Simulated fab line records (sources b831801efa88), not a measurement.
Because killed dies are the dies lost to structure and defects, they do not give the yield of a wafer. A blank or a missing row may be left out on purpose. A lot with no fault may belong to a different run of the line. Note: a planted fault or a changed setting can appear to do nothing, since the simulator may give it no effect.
Which of the tools did it? ; flow sky130 ; 12 lots, 36 wafers sampled, at 5 steps of a route of 708

## WHAT THE GAUGES READ, wafer by wafer
SKY_NWELL_RS_MEAS_31: measurement is done with a four-point probe. Usual: PWDE_RS 5272 ohm/sq, standard deviation 18.
lot;measured;on;PWDE_RS (ohm/sq);flag
L384;day 5 06:46;film metro-01;5297 5292 5286;
L385;day 5 10:35;film metro-01;5285 5253 5260;
L386;day 5 19:53;film metro-03;5291 5291 5290;
L387;day 6 02:16;film metro-01;5257 5288 5284;
L388;day 6 08:58;film metro-01;5275 5276 5263;
L389;day 6 17:41;film metro-02;5256 5278 5267;
L391;day 7 04:49;film metro-03;5294 5248 5245;
L394;day 7 20:36;film metro-03;5293 5264 5265;
L399;day 8 23:59;film metro-02;5303 5282 5293;
L402;day 9 18:23;film metro-02;5283 5304 5296;
L404;day 10 09:56;film metro-01;5267 5288 5272;
L405;day 10 17:23;film metro-02;5285 5272 5295;

SKY_POLY_GATE_CD_MEAS_13 targets a cd of 150 nm. Usual: 150.1 nm for cd nm, sd 1.3.
lot;measured;on;cd nm (nm);flag
L384;day 16 03:20;cd sem-01;150.8 150.6 150.5;
L385;day 16 15:29;cd sem-01;149.6 149.6 150.7;
L386;day 17 02:31;cd sem-01;150.6 151.1 150.7;
L387;day 17 10:41;cd sem-02;149.9 149.7 151.2;
L388;day 17 21:50;cd sem-02;149.7 149.9 149.5;
L389;day 18 12:06;cd sem-01;149.9 148.5 150.5;
L391;day 19 06:37;cd sem-01;149.3 149.9 150.0;
L394;day 20 04:25;cd sem-02;148.1 150.0 148.7;
L399;day 21 18:37;cd sem-02;150.6 150.4 150.3;
L402;day 23 01:14;cd sem-01;156.4 155.7 157.4;OFF
L404;day 23 17:54;cd sem-01;154.7 154.7 154.0;OFF
L405;day 24 05:10;cd sem-01;152.5 152.6 153.0;

SKY_POLY_GATE_CD_MEAS_22. Usual: 149.7 nm for cd nm, sd 2.
lot;measured;on;cd nm (nm);flag
L384;day 16 05:39;cd sem-02;151.0 151.6 150.3;
L385;day 16 17:56;cd sem-01;148.7 151.9 150.2;
L386;day 17 05:14;cd sem-02;151.5 151.8 149.2;
L387;day 17 14:34;cd sem-02;147.8 150.1 150.2;
L388;day 18 01:32;cd sem-01;148.2 150.4 149.3;
L389;day 18 15:57;cd sem-01;148.8 149.8 151.4;
L391;day 19 08:29;cd sem-02;147.9 151.0 149.2;
L394;day 20 06:56;cd sem-02;145.8 150.3 147.2;
L399;day 21 21:13;cd sem-02;150.1 148.3 149.4;
L402;day 23 03:05;cd sem-02;159.2 154.2 155.7;OFF
L404;day 23 19:50;cd sem-01;154.6 153.9 151.9;
L405;day 24 07:01;cd sem-01;152.8 154.4 153.3;

SKY_CONTACT_CD_MEAS_14 targets a cd of 170 nm. Usual: 169.8 nm for cd nm, sd 1.4.
lot;measured;on;cd nm (nm);flag
L384;day 31 08:31;cd sem-01;167.3 167.8 167.9;
L385;day 31 18:38;cd sem-01;171.0 169.8 169.8;
L386;day 32 05:38;cd sem-01;168.0 167.3 167.6;
L387;day 32 14:20;cd sem-02;168.2 170.5 170.7;
L388;day 33 00:11;cd sem-02;169.7 169.8 169.7;
L389;day 33 15:07;cd sem-01;169.4 170.9 170.2;
L391;day 34 05:41;cd sem-01;169.6 171.0 170.2;
L394;day 34 22:50;cd sem-01;170.5 171.0 170.8;
L399;day 36 04:50;cd sem-02;169.0 167.8 169.5;
L402;day 37 08:47;cd sem-02;168.8 169.3 168.9;
L404;day 38 00:44;cd sem-02;170.0 171.1 169.2;
L405;day 38 09:26;cd sem-01;171.9 172.6 170.9;

## TOOL THAT RAN EACH LOT (tool first, then ch and the chambers of the sampled wafers, then the start)
lot;SKY_POLY_GATE_EXPOSE_10
L384;krf scanner-02 ch 0, day 15 13:02
L385;krf scanner-02 ch 0, day 16 00:38
L386;krf scanner-02 ch 0, day 16 12:19
L387;krf scanner-02 ch 0, day 16 19:21
L388;krf scanner-02 ch 0, day 17 07:20
L389;krf scanner-01 ch 0, day 17 22:08
L391;krf scanner-01 ch 0, day 18 15:13
L394;krf scanner-02 ch 0, day 19 12:19
L399;krf scanner-01 ch 0, day 21 03:14
L402;krf scanner-02 ch 0, day 22 10:25
L404;krf scanner-02 ch 0, day 23 03:12
L405;krf scanner-01 ch 0, day 23 14:31
- SKY_POLY_GATE_EXPOSE_10: exposes mask P1M, target cd 150 nm.

## AS READ BY THE TOOLS THEMSELVES (means over the sampled wafers that have a number; for cases with no such wafer, the mark the record gives instead)
SKY_POLY_GATE_EXPOSE_10. Usual: exposure dose mJ cm2 27.96, standard deviation 0.032; reticle temp C 22.99 C, standard deviation 0.11.
lot;tool;exposure dose mJ cm2;reticle temp C (C);flag
L384;krf scanner-02;28.03;23.06;
L385;krf scanner-02;27.94;22.96;
L386;krf scanner-02;27.97;23.07;
L387;krf scanner-02;27.98;22.99;
L388;krf scanner-02;27.98;23.13;
L389;krf scanner-01;27.93;22.96;
L391;krf scanner-01;27.95;23.09;
L394;krf scanner-02;27.94;22.90;
L399;krf scanner-01;27.96;22.93;
L402;krf scanner-02;26.90;23.09;OFF
L404;krf scanner-02;27.07;23.02;OFF
L405;krf scanner-01;27.98;23.06;

## THE ANSWER, worked out from the rows above alone
Rule: lot off if the mean of its wafers having a number is beyond 3 standard deviations from the usual mean. Also off: a lot with no number at a reading for which 4 or more lots have one. All remaining lots with rows at the step are treated as sound. After the gauges, taken in route order, come the tools' own readings; for these a lot's mean is taken, as printed above. At the first step where some lot is off, the reading lying furthest off is the one used; lots without a number count as furthest.
Off: L402, L404 (SKY_POLY_GATE_CD_MEAS_13, cd nm).
If a tool, at a process step before that reading, ran all the lots that are off and no sound lot after the first of them, it fits. The gauges at SKY_POLY_GATE_CD_MEAS_13 aren't tried: what is off there is off at SKY_POLY_GATE_EXPOSE_10 too, on other tools, and a gauge's error can't cause that. One candidate fits, namely krf scanner-02 at SKY_POLY_GATE_EXPOSE_10. A fault onset in the window from L394 (day 19 12:19, its last sound lot) to L402 (day 22 10:25, its first lot off) fits.
The tool's own readings at SKY_POLY_GATE_EXPOSE_10 bear it out: on the lots that are off they differ by more than 5 times the standard deviation of the sound lots' means. exposure dose mJ cm2 reads 26.98 there against 27.97 on the sound lots.

## WHAT THE SIMULATOR PUT IN
Process parameter drift: krf scanner-02, from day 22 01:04 on, at SKY_POLY_GATE_EXPOSE_10. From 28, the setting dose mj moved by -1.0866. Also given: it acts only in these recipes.
Struck lots among those shown: L402, L404. The rule above reached the same finding.
